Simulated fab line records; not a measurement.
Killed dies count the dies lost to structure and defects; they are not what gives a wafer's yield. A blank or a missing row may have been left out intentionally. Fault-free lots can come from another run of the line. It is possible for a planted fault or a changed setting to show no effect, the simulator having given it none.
Which of the tools did it? -- flow gf180mcu -- 14 lots with 41 wafers sampled at 5 steps, on a route of 602 steps

== WHAT THE GAUGES SHOWED, per wafer ==
GF_PSD_CD_MEAS_07 targets a cd of 400 nm.
lot,measured,on,cdNm (nm)
L155,day 14 10:14,cdSem-02,401.2 402.2 401.4
L156,day 14 23:12,cdSem-01,403.1 403.5 402.8
L157,day 15 11:38,cdSem-02,398.8 400.1 399.6
L158,day 15 22:23,cdSem-02,402.1 402.3 401.0
L159,day 15 23:42,cdSem-02,403.1 401.8 403.2
L163,day 17 01:02,cdSem-02,399.3 399.7 398.7
L162,day 17 01:05,cdSem-01,405.0 404.4 405.9
L165,day 17 18:56,cdSem-01,397.8 395.8 396.4
L166,day 18 05:00,cdSem-02,399.0 398.4 397.0
L168,day 18 19:10,cdSem-02,402.0 400.3 402.2
L169,day 19 03:27,cdSem-02,395.6 395.2 397.9
L175,day 21 06:14,cdSem-02,395.3 396.7 396.9
L177,day 21 14:44,cdSem-02,401.7 401.7
L178,day 21 17:28,cdSem-01,401.3 399.8 401.7

GF_SAB_THK_MEAS_01.
lot,measured,on,SAB_CVD_00_THK (nm)
L155,day 14 11:04,filmMetro-01,49.7 50.9 50.8
L156,day 15 00:04,filmMetro-04,48.1 48.7 49.7
L157,day 15 12:29,filmMetro-04,49.7 50.0 50.0
L158,day 15 23:15,filmMetro-04,50.0 50.4 51.0
L159,day 16 00:34,filmMetro-01,50.1 49.0 50.8
L163,day 17 01:53,filmMetro-03,51.3 52.1 52.0
L162,day 17 01:57,filmMetro-01,49.8 49.2 49.8
L165,day 17 19:50,filmMetro-03,49.6 48.8 49.4
L166,day 18 05:51,filmMetro-01,49.4 49.8 50.4
L168,day 18 19:59,filmMetro-01,57.1 56.6 56.7
L169,day 19 04:19,filmMetro-03,56.5 55.6 57.4
L175,day 21 07:05,filmMetro-01,49.1 49.8 49.4
L177,day 21 15:35,filmMetro-04,50.2 50.5
L178,day 21 18:17,filmMetro-01,50.1 51.3 51.1

GF_CONTACT_THK_MEAS_03.
lot,measured,on,CONTACT_CVD_02_THK (nm)
L155,day 15 09:26,filmMetro-04,852 861 860
L156,day 15 23:17,filmMetro-01,857 857 866
L157,day 16 11:13,filmMetro-01,872 862 865
L158,day 16 22:50,filmMetro-01,867 884 882
L159,day 17 00:02,filmMetro-02,837 856 868
L163,day 18 01:31,filmMetro-01,855 862 856
L162,day 18 01:43,filmMetro-01,841 830 849
L165,day 18 20:43,filmMetro-01,864 856 871
L166,day 19 07:02,filmMetro-02,853 842 862
L168,day 19 21:11,filmMetro-02,881 857 880
L169,day 20 05:22,filmMetro-02,859 854 862
L175,day 22 07:45,filmMetro-02,846 865 863
L177,day 22 16:01,filmMetro-02,858 875
L178,day 22 16:59,filmMetro-02,870 869 867

== EACH LOT AND THE TOOL THAT RAN IT (in order: tool; ch and the chambers of the sampled wafers; start) ==
lot,GF_SAB_CVD_00,GF_SAB_ETCH_11
L155,"pecvd-04 ch 0,1,2, day 14 11:01","rieDiel-02 ch 0,3, day 15 08:23"
L156,"pecvd-02 ch 0,1,2, day 15 00:02","rieDiel-02 ch 0,2,3, day 15 22:14"
L157,"pecvd-04 ch 0,1,2, day 15 12:28","rieDiel-02 ch 0,2,3, day 16 10:10"
L158,"pecvd-01 ch 1,2, day 15 23:14","rieDiel-03 ch 0,2, day 16 21:47"
L159,"pecvd-01 ch 0,1,2, day 16 00:33","rieDiel-04 ch 0,1,2, day 16 22:59"
L163,"pecvd-04 ch 1,2, day 17 01:52","rieDiel-04 ch 0,1,2, day 18 00:26"
L162,"pecvd-01 ch 0,1, day 17 01:55","rieDiel-03 ch 0,3, day 18 00:35"
L165,"pecvd-02 ch 0,1, day 17 19:49","rieDiel-03 ch 0,1,2, day 18 19:41"
L166,"pecvd-04 ch 1,2, day 18 05:49","rieDiel-04 ch 1,3, day 19 05:58"
L168,"pecvd-04 ch 0,1,2, day 18 19:57","rieDiel-04 ch 1,2,3, day 19 20:07"
L169,"pecvd-04 ch 0,1, day 19 04:17","rieDiel-03 ch 2,3, day 20 04:19"
L175,"pecvd-02 ch 1,2, day 21 07:04","rieDiel-02 ch 0,3, day 22 06:42"
L177,"pecvd-01 ch 1, day 21 15:34","rieDiel-03 ch 0,3, day 22 14:59"
L178,"pecvd-01 ch 0,1,2, day 21 18:15","rieDiel-03 ch 0,1, day 22 15:54"
- GF_SAB_CVD_00: deposits SiO2 from TEOS, target thk 50 nm, time 4.9302 s.
- GF_SAB_ETCH_11: etches SiO2 in C4F8/O2/Ar, target depth 55 nm, time 8.5 s.

== WHAT THE TOOLS THEMSELVES READ (means of the sampled wafers that have a number; where no wafer has one, the mark that the record gives instead) ==
GF_SAB_CVD_00.
lot,tool,heaterPowerW (W)
L155,pecvd-04,717
L156,pecvd-02,655
L157,pecvd-04,713
L158,pecvd-01,662
L159,pecvd-01,682
L163,pecvd-04,789
L162,pecvd-01,809
L165,pecvd-02,674
L166,pecvd-04,718
L168,pecvd-04,678
L169,pecvd-04,743
L175,pecvd-02,681
L177,pecvd-01,818
L178,pecvd-01,657

GF_SAB_ETCH_11.
lot,tool,oesProductAu (a.u.)
L155,rieDiel-02,0.995
L156,rieDiel-02,1.005
L157,rieDiel-02,1.003
L158,rieDiel-03,1.009
L159,rieDiel-04,1.001
L163,rieDiel-04,0.999
L162,rieDiel-03,0.993
L165,rieDiel-03,0.995
L166,rieDiel-04,1.005
L168,rieDiel-04,0.994
L169,rieDiel-03,1.009
L175,rieDiel-02,1.013
L177,rieDiel-03,0.989
L178,rieDiel-03,0.995

== THE ANSWER, worked out from the rows above alone ==
Rule: usual is defined by the lots themselves. Put in order of their means at a reading, lots are off if they are a third of the lots or fewer, leave a main group of 4 or more, and stand apart from it by a gap of 3 or more times the standard deviation of the main group's means; of several such gaps the widest counts. If all means in a main group match to the digits the tables above print for the reading, that group is not used. A lot without any number at a reading at which 4 lots or more have one is off too. The other lots that the step has rows for count as sound. The gauges are gone through in route order, then the tools' own readings, and for those a lot's mean is taken as printed above. At the first step where some lot is off, the reading lying furthest off is the one used; lots without a number count as furthest.
Off: at GF_SAB_THK_MEAS_01 (SAB_CVD_00_THK), L168, L169. Main group: mean 50.1 nm, sd 0.76.
If a tool, at a process step before that reading, ran all the lots that are off and no sound lot after the first of them, it fits. Gauges at GF_SAB_THK_MEAS_01: tried the same way as those tools. One fits: GF_SAB_CVD_00 on pecvd-04. A fault onset in the window from L166 (day 18 05:49, its last sound lot) to L168 (day 18 19:57, its first lot off) fits.

== WHAT THE SIMULATOR HAD INSERTED ==
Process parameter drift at GF_SAB_CVD_00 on pecvd-04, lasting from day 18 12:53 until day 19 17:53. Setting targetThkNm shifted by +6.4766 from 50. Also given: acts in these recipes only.
Shown lots that were struck: L168, L169. The rule above reached the same finding.
